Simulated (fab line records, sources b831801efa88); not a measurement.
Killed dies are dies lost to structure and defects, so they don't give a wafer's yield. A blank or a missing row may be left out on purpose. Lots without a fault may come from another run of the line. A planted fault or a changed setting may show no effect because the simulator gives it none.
Chamber matching | flow sky130 | SKY_CONTACT_CMP_27 on cmp-01: 4 sister chambers
The step polishes, stops on SiO2, t overpolish 15 s, target thk 0 nm. 16 wafers are shown with their chamber, then 7 later ones without.

WAFERS WITH THEIR CHAMBER
wafer  | chamber | time_to_endpoint_s (s) | motor_current_A (A)
L672.1 | 3       | 89                     | 12.8
L672.4 | 0       | 81                     | 12.2
L672.6 | 0       | 80                     | 10.9
L674.3 | 3       | 86                     | 11.6
L674.5 | 3       | 86                     | 12.4
L674.6 | 0       | 80                     | 11.1
L675.2 | 3       | 88                     | 12.7
L675.3 | 2       | 84                     | 11.6
L675.5 | 2       | 90                     | 12.2
L677.2 | 1       | 85                     | 11.8
L677.3 | 3       | 86                     | 11.8
L677.4 | 0       | 75                     | 11.9
L682.2 | 0       | 76                     | 11.8
L684.1 | 2       | 77                     | 12.7
L688.1 | 2       | 82                     | 12.7
L688.4 | 1       | 81                     | 11.2

SIGNATURES (means of the wafers above)
reading            | chamber 0 | chamber 1 | chamber 2 | chamber 3 | scatter within a chamber
time_to_endpoint_s | 78.40     | 83.00     | 83.25     | 87.00     | 3.32
motor_current_A    | 11.580    | 11.500    | 12.300    | 12.260    | 0.531
Rule: a wafer's distance from a chamber is the root of the sum, over the readings, of the square of ((its reading less the chamber's mean) divided by the reading's scatter). The wafer belongs to the nearest chamber; if the next one is less than 2 further off, it can't be placed. The scatter: the root of (the sum of the squares of (reading less its chamber's mean) over the shown wafers, divided by (wafers less chambers)).

WAFERS WITHOUT THEIR CHAMBER
wafer  | time_to_endpoint_s (s) | motor_current_A (A)
L688.6 | 82                     | 13.0
L693.2 | 81                     | 13.4
L693.3 | 79                     | 11.9
L693.4 | 81                     | 12.3
L694.2 | 83                     | 12.6
L694.5 | 83                     | 11.7
L694.6 | 77                     | 11.6

WHICH CHAMBER EACH WENT THROUGH
wafer  | from the rows above               | in truth
L688.6 | can't be placed: 2 or 3 or 1 or 0 | 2
L693.2 | can't be placed: 2 or 3 or 0 or 1 | 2
L693.3 | can't be placed: 0 or 1 or 2 or 3 | 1
L693.4 | can't be placed: 2 or 0 or 1 or 3 | 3
L694.2 | can't be placed: 2 or 3 or 1 or 0 | 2
L694.5 | can't be placed: 1 or 2 or 0 or 3 | 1
L694.6 | can't be placed: 0 or 1 or 2      | 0
Placed correctly: 0 of 7. Can't be placed from these rows: 7 (the true chamber is among the candidates in 7). Placed wrongly: 0.
